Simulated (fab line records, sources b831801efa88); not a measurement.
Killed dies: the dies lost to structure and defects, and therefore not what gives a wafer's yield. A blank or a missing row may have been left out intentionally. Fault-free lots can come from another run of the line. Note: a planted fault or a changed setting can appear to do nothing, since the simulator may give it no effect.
Code-filled problem report in 8D (eight disciplines) form + flow sky130 + the parts of the form that need people (team, actions taken, sign-off) are left out

## 1. WHAT IS WRONG
run_length_s at SKY_METAL3_ETCH_16 reads a mean of 127.9 s on 6 wafers of 2 lots; wafers without a fault read 116.3 s with a standard deviation of 0.4. That is +29 standard deviations from the usual mean.
The step: etches BARC in N2/H2, stops on SiO2, time 88.2 s, target depth 60 nm.
Earliest sighting: wafer L438.2 on rie_metal-04 at day 42 08:41. The record has a number at this step for 33 wafers belonging to 11 lots. Rule for "out" (also "out of limits"): further than 4 standard deviations from the usual mean. All remaining wafers that have a number are taken as sound.

## 2. WHAT THIS IS AND IS NOT
| question                    | is                           | is not                                                                          |
|-----------------------------|------------------------------|---------------------------------------------------------------------------------|
| which readings at this step | run_length_s, oes_product_au | drypump_motor_current_A, h2_flow_sccm, throttle_valve_pct                       |
| which lots                  | L438, L440                   | L426, L429, L430, L431, L434, L436, L439, L441, L446                            |
| which wafers of those lots  | all that have a number       | -                                                                               |
| read on which tools         | rie_metal-04                 | rie_metal-01, rie_metal-03                                                      |
| when                        | from day 42 08:41            | up to then (18 sound wafers); but 9 sound wafers of L439, L441, L446 came after |

## 3. SUSPECTS, AND WHAT RULES EACH OUT
Counting: a tool at a process step up to the reading stays a suspect if it ran every lot that is out and no sound lot after the first of them.
- rie_metal-04 at SKY_METAL3_ETCH_16 (etches BARC in N2/H2, stops on SiO2, time 88.2 s, target depth 60 nm): kept. All lots that are out passed through it, beginning with L438 at day 42 08:41, and no sound lot followed; its final sound lot before that point was L436 at day 41 20:47. Its own readings are out on those wafers: oes_product_au, run_length_s.
Left after counting: rie_metal-04 at SKY_METAL3_ETCH_16.

## 4. THE CAUSE (what the simulator had put in)
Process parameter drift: rie_metal-04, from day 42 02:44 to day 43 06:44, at SKY_METAL3_ETCH_16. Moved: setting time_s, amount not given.
This tool alone remained once counting was done.

## 5. THE CHAIN OF EFFECTS, in route order
Each row: a reading where the mean over the struck wafers with a number is more than 3 standard deviations away from the usual. Only readings whose record carries a usual standard deviation are examined. hours: median over the lots of the time between each lot's start at the first step of this table that gives one and its start at this step. sigmas: the change, counted in usual standard deviations.
| hours | step               | reading        | usual      | on struck wafers | change | sigmas |
|-------|--------------------|----------------|------------|------------------|--------|--------|
| 0     | SKY_METAL3_ETCH_16 | oes_product_au | 0.625 a.u. | 0.595            | -0.030 | -7.1   |
| 0     | SKY_METAL3_ETCH_16 | run_length_s   | 116.3 s    | 127.9            | +11.6  | +29    |
Process steps it contains:
- SKY_METAL3_ETCH_16: etches BARC in N2/H2, stops on SiO2, time 88.2 s, target depth 60 nm.

## 6. HOW IT WOULD HAVE BEEN CAUGHT EARLIER
In this record the first reading out of limits was taken at day 42 08:41, 6 hours after the fault began at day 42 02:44.
